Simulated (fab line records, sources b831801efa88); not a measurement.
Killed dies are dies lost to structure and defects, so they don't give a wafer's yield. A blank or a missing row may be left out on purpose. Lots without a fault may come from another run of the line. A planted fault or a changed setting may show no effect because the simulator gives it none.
Which tool did it? | flow gf180mcu | 14 lots, 42 wafers sampled, at 5 steps of a route of 602

WHAT THE GAUGES READ, wafer by wafer
GF_MVSD_TW_MEAS_11. Usual: MVSD_TW 1572, standard deviation 18.
lot  | measured    | on            | MVSD_TW        | flag
L436 | day 4 10:43 | film_metro-02 | 1577 1590 1580 |
L438 | day 4 20:20 | film_metro-01 | 1558 1574 1566 |
L439 | day 5 01:46 | film_metro-02 | 1596 1590 1589 |
L440 | day 5 11:04 | film_metro-02 | 1592 1595 1584 |
L441 | day 5 14:40 | film_metro-02 | 1583 1597 1588 |
L443 | day 6 08:20 | film_metro-04 | 1545 1558 1550 |
L444 | day 6 12:14 | film_metro-01 | 1560 1556 1561 |
L445 | day 6 18:26 | film_metro-02 | 1589 1591 1587 |
L446 | day 7 00:02 | film_metro-01 | 1562 1563 1565 |
L447 | day 7 04:11 | film_metro-04 | 1549 1553 1546 |
L448 | day 7 10:04 | film_metro-04 | 1542 1545 1552 |
L449 | day 7 14:07 | film_metro-01 | 1561 1561 1569 |
L452 | day 8 08:59 | film_metro-04 | 1555 1556 1558 |
L456 | day 9 09:05 | film_metro-02 | 1590 1593 1592 |

GF_VT_IMPLANT_TW_MEAS_32. Usual: VT_IMPLANT_3_TW 267.8, standard deviation 2.8.
lot  | measured     | on            | VT_IMPLANT_3_TW   | flag
L436 | day 6 19:52  | film_metro-03 | 263.6 266.4 265.6 |
L438 | day 7 09:02  | film_metro-02 | 269.8 271.5 271.0 |
L439 | day 7 13:32  | film_metro-01 | 266.6 265.7 266.2 |
L440 | day 8 01:04  | film_metro-01 | 266.0 266.5 266.7 |
L441 | day 8 04:46  | film_metro-02 | 272.5 270.1 270.9 |
L443 | day 9 00:47  | film_metro-03 | 267.8 265.8 266.2 |
L444 | day 9 05:44  | film_metro-02 | 270.2 271.4 269.3 |
L445 | day 9 12:25  | film_metro-02 | 270.0 269.6 267.3 |
L446 | day 9 18:23  | film_metro-03 | 265.0 266.9 266.5 |
L447 | day 9 23:20  | film_metro-03 | 267.2 267.4 266.0 |
L448 | day 10 05:05 | film_metro-02 | 271.9 272.0 270.4 |
L449 | day 10 09:16 | film_metro-02 | 270.8 271.2 272.2 |
L452 | day 11 06:41 | film_metro-02 | 268.7 269.6 269.1 |
L456 | day 12 10:13 | film_metro-03 | 264.3 263.8 264.8 |

GF_DUAL_GATE_THK_MEAS_03. Usual: DUAL_GATE_OXIDATION_00_THK 10.73 nm, standard deviation 0.2.
lot  | measured     | on            | DUAL_GATE_OXIDATION_00_THK (nm) | flag
L436 | day 7 14:45  | film_metro-01 | 10.82 10.95 10.83               |
L438 | day 8 03:20  | film_metro-04 | 10.83 10.73 10.67               |
L439 | day 8 07:39  | film_metro-01 | 10.84 10.79 10.87               |
L440 | day 8 19:55  | film_metro-01 | 10.83 10.69 10.89               |
L441 | day 9 00:33  | film_metro-01 | 11.14 10.96 11.00               |
L443 | day 9 22:06  | film_metro-01 | 10.40 10.24 10.62               |
L444 | day 10 01:17 | film_metro-04 | 10.60 10.55 10.46               |
L445 | day 10 07:44 | film_metro-03 | 10.40 10.36 10.45               |
L446 | day 10 14:37 | film_metro-03 | 10.95 10.99 10.90               |
L447 | day 10 19:19 | film_metro-01 | 11.02 10.65 10.65               |
L448 | day 11 01:59 | film_metro-04 | 10.73 10.64 10.93               |
L449 | day 11 05:53 | film_metro-03 | 10.74 11.00 10.75               |
L452 | day 12 04:55 | film_metro-03 | 10.17 9.89 10.15                | OFF
L456 | day 13 09:50 | film_metro-03 | 9.94 10.22 10.05                | OFF

WHICH TOOL RAN EACH LOT (tool, then ch and the chambers of the sampled wafers, then the start)
lot  | GF_VT_IMPLANT_STRIP_31               | GF_DUAL_GATE_OXIDATION_02
L436 | plasma_asher-04 ch 0, day 6 19:46    | furnace-02 ch 0, day 7 13:18
L438 | plasma_asher-04 ch 0,1, day 7 08:56  | furnace-01 ch 0, day 8 01:53
L439 | plasma_asher-04 ch 0,1, day 7 13:26  | furnace-02 ch 0, day 8 06:12
L440 | plasma_asher-04 ch 0,1, day 8 00:58  | furnace-02 ch 0, day 8 18:28
L441 | plasma_asher-03 ch 0,1, day 8 04:40  | furnace-01 ch 0, day 8 23:07
L443 | plasma_asher-03 ch 0,1, day 9 00:41  | furnace-02 ch 0, day 9 20:39
L444 | plasma_asher-03 ch 0,1, day 9 05:40  | furnace-02 ch 0, day 9 23:50
L445 | plasma_asher-03 ch 0,1, day 9 12:18  | furnace-02 ch 0, day 10 06:16
L446 | plasma_asher-01 ch 0,1, day 9 18:16  | furnace-02 ch 0, day 10 13:09
L447 | plasma_asher-03 ch 0,1, day 9 23:15  | furnace-02 ch 0, day 10 17:51
L448 | plasma_asher-01 ch 0,1, day 10 04:59 | furnace-01 ch 0, day 11 00:32
L449 | plasma_asher-04 ch 0,1, day 10 09:10 | furnace-02 ch 0, day 11 04:26
L452 | plasma_asher-04 ch 0,1, day 11 06:36 | furnace-01 ch 0, day 12 03:27
L456 | plasma_asher-03 ch 0,1, day 12 10:07 | furnace-01 ch 0, day 13 08:23
- GF_VT_IMPLANT_STRIP_31: strips in O2/N2.
- GF_DUAL_GATE_OXIDATION_02: stabilise 600 s, purge 300 s, target thk 10.887 nm.

WHAT THE TOOLS THEMSELVES READ (means of the sampled wafers that have a number; where no wafer has one, the mark that the record gives instead)
GF_VT_IMPLANT_STRIP_31. Usual: drypump_motor_current_A 5.8 A, standard deviation 0.61; heater_power_w 328 W, standard deviation 51; oes_product_au 0.716 a.u., standard deviation 0.0046; strip_time_to_endpoint_s 12.63 s, standard deviation 0.042.
lot  | tool            | drypump_motor_current_A (A) | heater_power_w (W) | oes_product_au (a.u.) | strip_time_to_endpoint_s (s) | flag
L436 | plasma_asher-04 | 5.3                         | 310                | 0.711                 | 12.70                        |
L438 | plasma_asher-04 | 5.5                         | 337                | 0.712                 | 12.68                        |
L439 | plasma_asher-04 | 5.8                         | 361                | 0.717                 | 12.57                        |
L440 | plasma_asher-04 | 5.6                         | 340                | 0.721                 | 12.58                        |
L441 | plasma_asher-03 | 6.1                         | 293                | 0.717                 | 12.61                        |
L443 | plasma_asher-03 | 6.1                         | 289                | 0.723                 | 12.62                        |
L444 | plasma_asher-03 | 6.1                         | 294                | 0.714                 | 12.64                        |
L445 | plasma_asher-03 | 6.0                         | 283                | 0.716                 | 12.63                        |
L446 | plasma_asher-01 | 5.3                         | 347                | 0.710                 | 12.63                        |
L447 | plasma_asher-03 | 6.1                         | 278                | 0.717                 | 12.68                        |
L448 | plasma_asher-01 | 5.9                         | 380                | 0.708                 | 12.58                        |
L449 | plasma_asher-04 | 5.6                         | 337                | 0.717                 | 12.64                        |
L452 | plasma_asher-04 | 5.6                         | 334                | 0.719                 | 12.67                        |
L456 | plasma_asher-03 | 6.1                         | 293                | 0.716                 | 12.63                        |

THE ANSWER, worked out from the rows above alone
Rule: a lot is off if the mean of its wafers that have a number lies more than 3 standard deviations from the usual mean. A lot without any number at a reading at which 4 lots or more have one is off too. The other lots that the step has rows for count as sound. The gauges are gone through in route order, then the tools' own readings, and for those a lot's mean is taken as printed above. The first step at which some lot is off is used, and at that step the reading that is off furthest; a lot without a number counts as furthest.
Off: L452, L456, at GF_DUAL_GATE_THK_MEAS_03 (DUAL_GATE_OXIDATION_00_THK).
A tool fits if, at a process step before that reading, it ran every lot that is off, and no sound lot after the first of them. The gauges at GF_DUAL_GATE_THK_MEAS_03 are tried like those tools. Can't be told from this: 2 tools fit, furnace-01 at GF_DUAL_GATE_OXIDATION_02, film_metro-03 at GF_DUAL_GATE_THK_MEAS_03.

WHAT THE SIMULATOR HAD PUT IN
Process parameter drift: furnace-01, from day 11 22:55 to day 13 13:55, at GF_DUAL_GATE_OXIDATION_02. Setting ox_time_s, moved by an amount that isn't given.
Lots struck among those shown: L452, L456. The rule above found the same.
